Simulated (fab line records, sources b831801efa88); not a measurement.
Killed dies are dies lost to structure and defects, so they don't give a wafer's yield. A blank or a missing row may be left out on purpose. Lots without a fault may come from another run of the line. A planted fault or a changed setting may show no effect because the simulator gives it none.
A struck lot beside a sound one | flow sfq_line | 42 steps out of a route of 325
Sound: wafers L962.4, L962.5, L962.6. Struck: wafer L979.1. (L979.3, L979.5 of the same lot were not struck and are left out.) The cause comes at the end.
At each step with rows: each side's tool, then ch and its chambers, then its first start. Under that, the readings that differ: sound wafers | struck wafers | difference of the means | sigmas: that difference in standard deviations of wafers without a fault.
alike: readings whose means differ by less than 2 such deviations, and words and numbers that are the same on both sides. not compared: withheld readings, readings that some wafer has no value for, bounds like >300 that may hide the same value, and numbers for which the record gives no deviation and whose values overlap.
The two part at a step that has a row with sigmas, a row that says differs or no value, or rows on one side only. Numbers that don't overlap but have no deviation are shown without sigmas and don't part them. A reading that every wafer of one side lacks parts them only if that side has two wafers or more.

first, 6 steps without rows for these wafers: SFQ_TRILAYER_M4_LITHO_COAT_098 (resist thk 62 nm); SFQ_TRILAYER_M4_LITHO_COAT_093 (resist thk 600 nm); SFQ_TRILAYER_M4_LITHO_SOFTBAKE_097; SFQ_TRILAYER_M4_LITHO_EXPOSE_094 (exposes mask M4, target cd 500 nm); SFQ_TRILAYER_M4_LITHO_PEB_096 (peb time 60 s); SFQ_TRILAYER_M4_LITHO_DEVELOP_095 (time 60 s).
SFQ_M4_OVL_MEAS_926:
  sound on overlay-02, day 41 01:17; struck on overlay-02, day 45 20:58
  alike: M4_OVL
SFQ_TRILAYER_M4_BARC_OPEN_METAL_ETCH_123: etches BARC in O2, target depth 125 nm, time 41.7 s.
  sound on rie_metal-01 ch 0,1, day 41 01:19; struck on rie_metal-01 ch 0, day 45 20:59
  reading                | sound | struck | difference                   | sigmas
  rf_hours_counter_h (h) | - - - | 100    | no value on the sound wafers |
  alike: drypump_motor_current_A, oes_product_au, rf_fwd_power_W
SFQ_TRILAYER_M4_ETCH_METAL_ETCH_096: etches Nb in Cl2/Ar, stops on SiO2, target depth 240 nm, time 120 s.
  sound on rie_metal-01 ch 0,1, day 41 01:24; struck on rie_metal-01 ch 0, day 45 21:03
  reading                | sound | struck | difference                   | sigmas
  rf_hours_counter_h (h) | - - - | 100    | no value on the sound wafers |
  alike: drypump_motor_current_A, oes_product_au, rf_fwd_power_W
then, 3 steps without rows for these wafers: SFQ_TRILAYER_M4_STRIP_STRIP_097 (strips in O2); SFQ_TRILAYER_M4_STRIP_SOLV_CLEAN_098 (cleans in NMP, time 600 s); SFQ_TRILAYER_I4_DEP_PECVD_099 (deposits SiO2 from SiH4/N2O, time 111.11 s, target thk 500 nm).
SFQ_TRILAYER_I4_CMP_CMP_100: polishes SiO2.
  sound on cmp-01 ch 0,3, day 41 10:53; struck on cmp-01 ch 0, day 46 06:43
  reading                                             | sound           | struck | difference | sigmas
  time_to_endpoint_s (s)                              | 221 221 222     | 244    | +23        | +2
  model.SiO2_of_TRILAYER_I4_DEP_PECVD_099.thk_nm (nm) | 199 197.9 199.5 | 149.5  | -49.3      |
  alike: motor_current_A, platen_rpm
SFQ_I4_BOW_MEAS_927:
  sound on film_metro-02, day 41 13:26; struck on film_metro-02, day 46 08:43
  alike: I4_BOW
SFQ_TRILAYER_I4_METRO_MEASURE_101:
  sound on film_metro-02, day 41 14:06; struck on film_metro-02, day 46 08:50
  reading     | sound             | struck | difference | sigmas
  thk_nm (nm) | 199.0 197.9 199.6 | 149.6  | -49.2      | -38
then, 6 steps without rows for these wafers: SFQ_TRILAYER_I4_VIA_LITHO_COAT_108 (resist thk 62 nm); SFQ_TRILAYER_I4_VIA_LITHO_COAT_103 (resist thk 650 nm); SFQ_TRILAYER_I4_VIA_LITHO_SOFTBAKE_107; SFQ_TRILAYER_I4_VIA_LITHO_EXPOSE_104 (exposes mask I4, target cd 700 nm); SFQ_TRILAYER_I4_VIA_LITHO_PEB_106 (peb time 60 s); SFQ_TRILAYER_I4_VIA_LITHO_DEVELOP_105 (time 60 s).
-- the record jumps here: 5 days lie between the struck wafers' starts before and after --
SFQ_I4_OVL_MEAS_928:
  sound on overlay-01, day 47 07:54; struck on overlay-02, day 50 20:55
  alike: I4_OVL
SFQ_TRILAYER_I4_VIA_BARC_OPEN_VIA_ETCH_146: etches BARC in O2, target depth 125 nm, time 41.7 s.
  sound on rie_diel-03 ch 2,3, day 47 07:55; struck on rie_diel-02 ch 2, day 50 20:56
  alike: drypump_motor_current_A, oes_product_au, rf_fwd_power_W
  not compared: rf_hours_counter_h
SFQ_TRILAYER_I4_VIA_ETCH_VIA_ETCH_106: etches SiO2 in CHF3, stops on Nb, target depth 260 nm.
  sound on rie_diel-03 ch 2,3, day 47 07:58; struck on rie_diel-02 ch 2, day 50 20:59
  reading                        | sound             | struck | difference | sigmas
  oes_product_au (a.u.)          | 0.848 0.850 0.859 | 0.735  | -0.117     | -23
  model.etch.depth_nm (nm)       | 199 197.9 199.5   | 149.5  | -49.3      |
  model.I4.feature_depth_nm (nm) | 199 197.9 199.5   | 149.5  | -49.3      |
  alike: drypump_motor_current_A, rf_fwd_power_W
SFQ_TRILAYER_I4_VIA_STRIP_STRIP_107: strips in O2.
  sound on rie_metal-04 ch 0,1, day 47 08:16; struck on rie_metal-01 ch 1, day 50 21:06
  reading                | sound | struck | difference                   | sigmas
  rf_hours_counter_h (h) | - - - | 137    | no value on the sound wafers |
  alike: drypump_motor_current_A, oes_product_au
then, 2 steps without rows for these wafers: SFQ_TRILAYER_I4_VIA_STRIP_SOLV_CLEAN_108 (cleans in NMP, time 600 s); SFQ_TRILAYER_JJ_TRILAYER_DEP_PRE_CLEAN_113 (time 22.5 s).
SFQ_TRILAYER_JJ_TRILAYER_DEP_SPUTTER_109: material Nb, target thk 150 nm, time 100 s.
  sound on pvd_sputter-05, day 47 08:52; struck on pvd_sputter-03, day 50 21:54
  reading                | sound          | struck | difference | sigmas
  throttle_valve_pct (%) | 28.7 28.8 29.7 | 30.8   | +1.7       | +2
then, 3 steps without rows for these wafers: SFQ_TRILAYER_JJ_TRILAYER_DEP_SPUTTER_110 (material Al, target thk 8 nm, time 10 s); SFQ_TRILAYER_JJ_TRILAYER_DEP_AL_OXIDATION_111 (oxidation time 600 s); SFQ_TRILAYER_JJ_TRILAYER_DEP_SPUTTER_112 (material Nb, target thk 170 nm, time 113.3 s).
SFQ_JJ_RS_MEAS_929: measures by four-point-probe.
  sound on film_metro-03, day 47 10:07; struck on film_metro-04, day 50 23:04
  alike: JJ_NB_RS
then, 6 steps without rows for these wafers: SFQ_TRILAYER_JJ_CE_LITHO_COAT_119 (resist thk 62 nm); SFQ_TRILAYER_JJ_CE_LITHO_COAT_114 (resist thk 600 nm); SFQ_TRILAYER_JJ_CE_LITHO_SOFTBAKE_118; SFQ_TRILAYER_JJ_CE_LITHO_EXPOSE_115 (exposes mask J5, target cd 700 nm); SFQ_TRILAYER_JJ_CE_LITHO_PEB_117 (peb time 60 s); SFQ_TRILAYER_JJ_CE_LITHO_DEVELOP_116 (time 60 s).
-- the record jumps here: 5 days lie between the struck wafers' starts before and after --
SFQ_JJ_OVL_MEAS_931:
  sound on overlay-02, day 47 12:37; struck on overlay-01, day 56 04:49
  alike: J5_OVL
then, 2 steps without rows for these wafers: SFQ_TRILAYER_JJ_CE_METRO_MEASURE_117; SFQ_TRILAYER_JJ_CE_BARC_OPEN_RIE_150 (chemistry O2, target BARC, target depth 240 nm, time 80 s).
-- the record jumps here: 5 days lie between the struck wafers' starts before and after --
SFQ_TRILAYER_M5_ETCH_METAL_ETCH_126: etches Nb in Cl2/BCl3, stops on SiO2, time 203.2 s, target depth 265 nm.
  sound on rie_metal-03 ch 0,1, day 52 12:32; struck on rie_metal-04 ch 0, day 61 16:08
  reading                                             | sound             | struck | difference                   | sigmas
  rf_hours_counter_h (h)                              | - - -             | 20     | no value on the sound wafers |
  model.SiO2_of_TRILAYER_I4_DEP_PECVD_099.thk_nm (nm) | 179.1 178.3 179.7 | 130.3  | -48.7                        |
  alike: drypump_motor_current_A, oes_product_au, rf_fwd_power_W

WHERE THEY PART
First at SFQ_TRILAYER_M4_BARC_OPEN_METAL_ETCH_123; last, within this record, at SFQ_TRILAYER_M5_ETCH_METAL_ETCH_126.

WHY: what the simulator had put in
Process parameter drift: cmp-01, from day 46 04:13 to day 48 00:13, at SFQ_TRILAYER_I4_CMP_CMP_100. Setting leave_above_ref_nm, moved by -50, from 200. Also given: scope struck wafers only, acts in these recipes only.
